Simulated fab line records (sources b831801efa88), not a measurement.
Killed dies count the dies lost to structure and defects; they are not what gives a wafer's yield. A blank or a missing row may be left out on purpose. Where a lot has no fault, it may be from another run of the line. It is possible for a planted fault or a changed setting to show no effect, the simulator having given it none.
Matching of chambers    flow gf180mcu    cmp-01 running GF_CONTACT_CMP_04: 4 sister chambers
The step polishes SiO2. 8 wafers are shown with their chamber, then 7 later ones without.

WAFERS PAIRED WITH THEIR CHAMBERS
wafer   chamber  motorCurrentA (A)  timeToEndpointS (s)
L776.2  1        13.4               105
L777.3  3        13.4               110
L777.4  0        10.9               127
L783.3  2        14.4               114
L783.5  2        14.3               121
L783.6  3        13.5               119
L784.1  1        13.3               111
L784.4  0        11.1               125

WAFERS WHOSE CHAMBER IS MISSING
wafer   motorCurrentA (A)  timeToEndpointS (s)
L784.6  11.9               130
L794.2  13.6               109
L794.3  11.0               119
L794.5  11.2               125
L795.1  14.1               109
L795.3  13.1               102
L795.4  12.8               113

EACH ONE'S CHAMBER
wafer   from the rows above      in truth
L784.6  0                        0
L794.2  can't be placed: 3 or 1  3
L794.3  0                        0
L794.5  0                        0
L795.1  2                        2
L795.3  can't be placed: 1 or 3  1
L795.4  can't be placed: 1 or 3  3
Correct placement for 4 of the 7. Unplaceable from these rows: 3, with the true chamber sitting among the candidates in 3. 0 placed wrongly.
How it was worked out, from the rows above alone: a wafer's distance from a chamber is the root of the sum, over the readings, of the square of ((its reading less the chamber's mean) divided by the reading's scatter). If the next closest chamber is less than 2 further off than the closest, the wafer can't be placed; otherwise it belongs to the closest. The mean given for a chamber averages the wafers shown for that chamber. How the scatter is found: for the shown wafers, subtract from each reading the mean of its chamber, square and add these, divide the total by (wafers less chambers), then take the root.
